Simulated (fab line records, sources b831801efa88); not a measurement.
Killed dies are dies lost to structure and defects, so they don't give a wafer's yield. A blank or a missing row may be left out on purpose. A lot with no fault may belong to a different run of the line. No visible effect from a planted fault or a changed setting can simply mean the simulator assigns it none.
Split-lot trial :: flow sfq_line :: 23 wafers read from 5 lots, route of 325 steps

== ABOUT THE SPLIT ==
At SFQ_TRILAYER_I7_DEP_PECVD_183 (deposits SiO2 from SiH4/N2O, time 111.11 s, target thk 500 nm), the setting time_s was moved away from the recipe's 111.11 s on 4 of the 23 wafers read, by -4.0% to +12.8%. All remaining wafers had this setting at the recipe value.

The split's own step is where the reading is taken.

== THE READING ==
SiO2_of_TRILAYER_I7_DEP_PECVD_183.thk_nm (the simulator's own value, which no gauge read), in nm, at SFQ_TRILAYER_I7_DEP_PECVD_183 (deposits SiO2 from SiH4/N2O, time 111.11 s, target thk 500 nm). The file gives no usual value for it. The 19 wafers here that ran the recipe average 501.1 nm, standard deviation 7.8 nm.

wafer: L074.2
tool, chamber at the split: pecvd-01, 0
time_s as run, s: 111.11
against the recipe: recipe
SiO2_of_TRILAYER_I7_DEP_PECVD_183.thk_nm, nm: 494.7
against lot-mates on the recipe: -

wafer: L074.3
tool, chamber at the split: pecvd-01, 1
time_s as run, s: 111.11
against the recipe: recipe
SiO2_of_TRILAYER_I7_DEP_PECVD_183.thk_nm, nm: 488.2
against lot-mates on the recipe: -

wafer: L074.5
tool, chamber at the split: pecvd-01, 0
time_s as run, s: 111.11
against the recipe: recipe
SiO2_of_TRILAYER_I7_DEP_PECVD_183.thk_nm, nm: 503.6
against lot-mates on the recipe: -

wafer: L076.1
tool, chamber at the split: pecvd-01, 2
time_s as run, s: 106.7
against the recipe: -4.0%
SiO2_of_TRILAYER_I7_DEP_PECVD_183.thk_nm, nm: 476.2
against lot-mates on the recipe: -24.7

wafer: L076.2
tool, chamber at the split: pecvd-01, 0
time_s as run, s: 111.11
against the recipe: recipe
SiO2_of_TRILAYER_I7_DEP_PECVD_183.thk_nm, nm: 500.4
against lot-mates on the recipe: -

wafer: L076.3
tool, chamber at the split: pecvd-01, 1
time_s as run, s: 111.11
against the recipe: recipe
SiO2_of_TRILAYER_I7_DEP_PECVD_183.thk_nm, nm: 489
against lot-mates on the recipe: -

wafer: L076.4
tool, chamber at the split: pecvd-01, 0
time_s as run, s: 111.11
against the recipe: recipe
SiO2_of_TRILAYER_I7_DEP_PECVD_183.thk_nm, nm: 513.4
against lot-mates on the recipe: -

wafer: L076.6
tool, chamber at the split: pecvd-01, 2
time_s as run, s: 106.7
against the recipe: -4.0%
SiO2_of_TRILAYER_I7_DEP_PECVD_183.thk_nm, nm: 487
against lot-mates on the recipe: -13.9

wafer: L080.1
tool, chamber at the split: pecvd-01, 2
time_s as run, s: 111.11
against the recipe: recipe
SiO2_of_TRILAYER_I7_DEP_PECVD_183.thk_nm, nm: 492.1
against lot-mates on the recipe: -

wafer: L080.2
tool, chamber at the split: pecvd-01, 0
time_s as run, s: 111.11
against the recipe: recipe
SiO2_of_TRILAYER_I7_DEP_PECVD_183.thk_nm, nm: 506.7
against lot-mates on the recipe: -

wafer: L080.3
tool, chamber at the split: pecvd-01, 1
time_s as run, s: 111.11
against the recipe: recipe
SiO2_of_TRILAYER_I7_DEP_PECVD_183.thk_nm, nm: 497.5
against lot-mates on the recipe: -

wafer: L080.4
tool, chamber at the split: pecvd-01, 0
time_s as run, s: 111.11
against the recipe: recipe
SiO2_of_TRILAYER_I7_DEP_PECVD_183.thk_nm, nm: 513.1
against lot-mates on the recipe: -

wafer: L080.5
tool, chamber at the split: pecvd-01, 1
time_s as run, s: 111.11
against the recipe: recipe
SiO2_of_TRILAYER_I7_DEP_PECVD_183.thk_nm, nm: 499.8
against lot-mates on the recipe: -

wafer: L083.1
tool, chamber at the split: pecvd-03, 2
time_s as run, s: 125.3
against the recipe: +12.8%
SiO2_of_TRILAYER_I7_DEP_PECVD_183.thk_nm, nm: 562.3
against lot-mates on the recipe: +56.6

wafer: L083.2
tool, chamber at the split: pecvd-03, 1
time_s as run, s: 111.11
against the recipe: recipe
SiO2_of_TRILAYER_I7_DEP_PECVD_183.thk_nm, nm: 497.4
against lot-mates on the recipe: -

wafer: L083.3
tool, chamber at the split: pecvd-03, 0
time_s as run, s: 125.3
against the recipe: +12.8%
SiO2_of_TRILAYER_I7_DEP_PECVD_183.thk_nm, nm: 567.3
against lot-mates on the recipe: +61.6

wafer: L083.5
tool, chamber at the split: pecvd-03, 2
time_s as run, s: 111.11
against the recipe: recipe
SiO2_of_TRILAYER_I7_DEP_PECVD_183.thk_nm, nm: 502
against lot-mates on the recipe: -

wafer: L083.6
tool, chamber at the split: pecvd-03, 0
time_s as run, s: 111.11
against the recipe: recipe
SiO2_of_TRILAYER_I7_DEP_PECVD_183.thk_nm, nm: 517.8
against lot-mates on the recipe: -

wafer: L084.2
tool, chamber at the split: pecvd-04, 1
time_s as run, s: 111.11
against the recipe: recipe
SiO2_of_TRILAYER_I7_DEP_PECVD_183.thk_nm, nm: 499.3
against lot-mates on the recipe: -

wafer: L084.3
tool, chamber at the split: pecvd-04, 2
time_s as run, s: 111.11
against the recipe: recipe
SiO2_of_TRILAYER_I7_DEP_PECVD_183.thk_nm, nm: 494.2
against lot-mates on the recipe: -

wafer: L084.4
tool, chamber at the split: pecvd-04, 1
time_s as run, s: 111.11
against the recipe: recipe
SiO2_of_TRILAYER_I7_DEP_PECVD_183.thk_nm, nm: 503.6
against lot-mates on the recipe: -

wafer: L084.5
tool, chamber at the split: pecvd-04, 2
time_s as run, s: 111.11
against the recipe: recipe
SiO2_of_TRILAYER_I7_DEP_PECVD_183.thk_nm, nm: 501.4
against lot-mates on the recipe: -

wafer: L084.6
tool, chamber at the split: pecvd-04, 0
time_s as run, s: 111.11
against the recipe: recipe
SiO2_of_TRILAYER_I7_DEP_PECVD_183.thk_nm, nm: 507
against lot-mates on the recipe: -

THE FIT
A straight line over all 23 wafers: SiO2_of_TRILAYER_I7_DEP_PECVD_183.thk_nm changes by +4.98 nm for each +1% of time_s; r = +0.93; the points scatter about the line by 7.7 nm.
The same after taking each lot's own level away (the mean of its wafers on the recipe; 23 wafers): +4.65 nm for each +1%; r = +0.93; scatter 7.2 nm.
That fit puts the effect of the largest move of time_s on the reading at 59 nm.
The span of the lots' own levels, 495.50 to 505.73 nm, comes to 1.3 times the standard deviation stated above.
The two slopes are in agreement: the lot-to-lot level therefore moves the slope only a little.
Check: with one of the wafers moved furthest among these (+12.8%) left out of the fit, the line predicts +61.7 nm for it against its lot-mates. It came out at +56.6 nm against them.

== ADDITIONAL SPLITS CARRIED BY THESE WAFERS ==
Before the reading, these wafers also passed through other splits. Each is held against what the fit with the lots' levels taken away leaves over:
other split on the same wafers: SFQ_TRILAYER_M7_LITHO_PEB_180 peb_time_s
wafers away from the commonest value: 9
r with SiO2_of_TRILAYER_I7_DEP_PECVD_183.thk_nm (lot level and that fit taken away): -0.07

== THE WHOLE CHAIN: every reading that the file lists as answering this split, in the file's order ==
step: SFQ_TRILAYER_I7_DEP_PECVD_183
what it does: deposits SiO2 from SiH4/N2O, time 111.11 s, target thk 500 nm
reading: SiO2_of_TRILAYER_I7_DEP_PECVD_183.thk_nm (the simulator's own value, which no gauge read)
change (the file's fit): +4.65 nm for each +1% of the setting
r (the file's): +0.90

step: SFQ_TRILAYER_I7_CMP_CMP_184
what it does: polishes SiO2
reading: time_to_endpoint_s
change (the file's fit): withheld for each +1% of the setting
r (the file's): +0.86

== THE FILE'S OWN FIT ==
SiO2_of_TRILAYER_I7_DEP_PECVD_183.thk_nm changes by +4.65 nm for each +1% of time_s, r = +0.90.
